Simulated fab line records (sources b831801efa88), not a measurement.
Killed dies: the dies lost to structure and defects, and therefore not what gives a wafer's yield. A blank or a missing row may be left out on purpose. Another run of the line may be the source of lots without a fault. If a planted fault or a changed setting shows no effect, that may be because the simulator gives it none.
Which tool was responsible?	flow sky130	72 wafers from 24 lots sampled at 4 of the route's 708 steps

WHAT EACH GAUGE READ, for each wafer
SKY_LOCAL_INTERCONNECT_THK_MEAS_02: measures by xrf. Usual: LOCAL_INTERCONNECT_TIN_THK gives 99.9 nm (standard deviation 1.3).
lot	measured	on	LOCAL_INTERCONNECT_TIN_THK (nm)	flag
L074	day 29 13:07	film metro-03	100.1 101.8 100.4	
L075	day 30 00:57	film metro-01	99.2 101.7 98.7	
L076	day 30 07:55	film metro-01	97.7 100.4 99.2	
L077	day 31 01:51	film metro-04	97.4 98.4 99.8	
L078	day 31 02:12	film metro-04	102.1 100.4 100.6	
L079	day 31 13:56	film metro-03	103.1 101.0 102.8	
L080	day 32 03:02	film metro-01	101.1 100.3 101.1	
L081	day 32 09:08	film metro-01	100.4 99.0 97.8	
L082	day 33 06:34	film metro-01	98.5 99.6 100.5	
L083	day 33 11:27	film metro-03	99.7 100.9 100.5	
L084	day 33 15:33	film metro-01	99.9 99.0 99.9	
L086	day 33 19:44	film metro-04	98.7 98.9 98.1	
L085	day 33 21:31	film metro-03	101.0 100.2 99.6	
L087	day 34 08:13	film metro-01	100.6 99.7 99.5	
L088	day 34 11:01	film metro-01	98.2 100.7 100.7	
L089	day 34 21:36	film metro-04	99.4 99.4 100.4	
L090	day 34 23:23	film metro-01	98.3 96.8 98.9	
L091	day 35 08:20	film metro-03	100.2 101.6 100.9	
L092	day 35 14:01	film metro-01	99.1 97.7 100.3	
L093	day 35 20:10	film metro-03	99.5 100.7 102.6	
L095	day 36 15:46	film metro-04	100.8 97.9 99.0	
L094	day 36 19:41	film metro-04	100.3 100.7 100.3	
L096	day 37 00:16	film metro-04	99.4 100.5 100.5	
L097	day 37 00:32	film metro-04	99.6 97.8 97.4	

SKY_METAL4_OVL_MEAS_14. Usual: METAL4_OVL gives 2 nm (standard deviation 6.2).
lot	measured	on	METAL4_OVL (nm)	flag
L074	day 42 06:12	overlay-02	-2 -2 0	
L075	day 42 14:11	overlay-02	11 9 3	
L076	day 42 21:04	overlay-01	4 4 -2	
L077	day 43 11:19	overlay-01	3 10 2	
L078	day 43 13:39	overlay-02	9 6 12	
L079	day 43 23:16	overlay-02	5 -5 5	
L080	day 44 07:35	overlay-02	-13 1 -13	
L081	day 44 13:38	overlay-02	5 0 12	
L082	day 45 06:38	overlay-01	9 6 11	
L083	day 45 12:37	overlay-02	9 7 4	
L084	day 45 13:16	overlay-01	6 7 10	
L086	day 45 19:32	overlay-01	-3 -3 5	
L085	day 45 18:54	overlay-01	4 1 -3	
L087	day 46 02:30	overlay-01	11 7 2	
L088	day 46 04:20	overlay-02	1 0 -3	
L089	day 46 15:32	overlay-02	9 8 8	
L090	day 46 16:51	overlay-01	-2 -7 -3	
L091	day 46 22:52	overlay-01	-8 1 -6	
L092	day 47 01:02	overlay-02	6 2 -4	
L093	day 47 08:11	overlay-01	4 13 -5	
L095	day 47 22:25	overlay-02	-11 -9 8	
L094	day 48 02:04	overlay-02	7 -3 0	
L096	day 48 04:22	overlay-01	1 7 4	
L097	day 48 05:11	overlay-02	-2 -11 0	

SKY_METAL5_THK_MEAS_06: measures by xrf. Usual: METAL5_ALCU_THK gives 1152 nm (standard deviation 15).
lot	measured	on	METAL5_ALCU_THK (nm)	flag
L074	day 43 09:35	film metro-03	1137 1154 1148	
L075	day 43 16:49	film metro-01	1147 1179 1173	
L076	day 43 23:55	film metro-03	1135 1169 1162	
L077	day 44 13:46	film metro-01	1126 1180 1162	
L078	day 44 15:17	film metro-03	1168 1145 1173	
L079	day 45 00:56	film metro-03	1154 1119 1145	
L080	day 45 08:02	film metro-01	1170 1164 1165	
L081	day 45 14:28	film metro-02	1130 1129 1145	
L082	day 46 07:53	film metro-01	1138 1122 1163	
L083	day 46 13:40	film metro-01	1154 1138 1144	
L084	day 46 13:53	film metro-02	1147 1128 1144	
L086	day 46 19:59	film metro-03	1126 1146 1124	
L085	day 46 18:25	film metro-02	1167 1158 1162	
L087	day 47 02:36	film metro-03	1151 1156 1160	
L088	day 47 04:34	film metro-01	1148 1155 1153	
L089	day 47 14:56	film metro-01	1141 1130 1118	
L090	day 47 16:14	film metro-01	1142 1151 1158	
L091	day 47 22:29	film metro-02	1165 1126 1135	
L092	day 48 01:13	film metro-02	1155 1167 1158	
L093	day 48 07:51	film metro-01	1154 1143 1139	
L095	day 48 21:04	film metro-01	1125 1144 1150	
L094	day 49 01:07	film metro-03	1149 1154 1165	
L096	day 49 02:15	film metro-03	1177 1159 1173	
L097	day 49 03:19	film metro-03	1166 1186 1161	

TOOL THAT RAN EACH LOT (tool first, then ch and the chambers of the sampled wafers, then the start)
lot	SKY_LOCAL_INTERCONNECT_SPUTTER_00
L074	pvd sputter-04, day 29 12:55
L075	pvd sputter-04, day 30 00:46
L076	pvd sputter-04, day 30 07:44
L077	pvd sputter-04, day 31 01:40
L078	pvd sputter-02, day 31 02:01
L079	pvd sputter-04, day 31 13:46
L080	pvd sputter-02, day 32 02:50
L081	pvd sputter-01, day 32 08:53
L082	pvd sputter-04, day 33 06:23
L083	pvd sputter-02, day 33 11:16
L084	pvd sputter-04, day 33 15:22
L086	pvd sputter-04, day 33 19:34
L085	pvd sputter-04, day 33 21:19
L087	pvd sputter-01, day 34 08:02
L088	pvd sputter-01, day 34 10:50
L089	pvd sputter-04, day 34 21:25
L090	pvd sputter-04, day 34 23:11
L091	pvd sputter-04, day 35 08:08
L092	pvd sputter-04, day 35 13:50
L093	pvd sputter-01, day 35 19:58
L095	pvd sputter-01, day 36 15:35
L094	pvd sputter-02, day 36 19:29
L096	pvd sputter-04, day 37 00:03
L097	pvd sputter-01, day 37 00:21
- SKY_LOCAL_INTERCONNECT_SPUTTER_00: material TiN, target thk 100 nm, time 83.3 s.

WHAT THE TOOLS THEMSELVES READ (means of the sampled wafers that have a number; where no wafer has one, the mark that the record gives instead)
SKY_LOCAL_INTERCONNECT_SPUTTER_00. Usual: throttle valve pct at 29.8 %, with a standard deviation of 0.76.
lot	tool	throttle valve pct (%)	flag
L074	pvd sputter-04	29.6	
L075	pvd sputter-04	30.1	
L076	pvd sputter-04	29.7	
L077	pvd sputter-04	30.0	
L078	pvd sputter-02	30.6	
L079	pvd sputter-04	29.7	
L080	pvd sputter-02	30.3	
L081	pvd sputter-01	29.6	
L082	pvd sputter-04	29.6	
L083	pvd sputter-02	29.3	
L084	pvd sputter-04	29.2	
L086	pvd sputter-04	29.7	
L085	pvd sputter-04	29.7	
L087	pvd sputter-01	30.0	
L088	pvd sputter-01	30.4	
L089	pvd sputter-04	29.8	
L090	pvd sputter-04	30.4	
L091	pvd sputter-04	30.1	
L092	pvd sputter-04	29.9	
L093	pvd sputter-01	29.7	
L095	pvd sputter-01	30.5	
L094	pvd sputter-02	29.2	
L096	pvd sputter-04	29.7	
L097	pvd sputter-01	29.1	

THE ANSWER, worked out from the rows above alone
Rule: lot off if the mean of its wafers having a number is beyond 3 standard deviations from the usual mean. Also off: a lot with no number at a reading for which 4 or more lots have one. Any other lot the step has rows for is counted as sound. First the gauges in route order, then the tools' own readings, where a lot's mean is used as printed above. The first step at which some lot is off is used, and at that step the reading that is off furthest; a lot without a number counts as furthest.
No lot is off at any reading shown: from this, nothing can be told.

WHAT THE SIMULATOR HAD PUT IN
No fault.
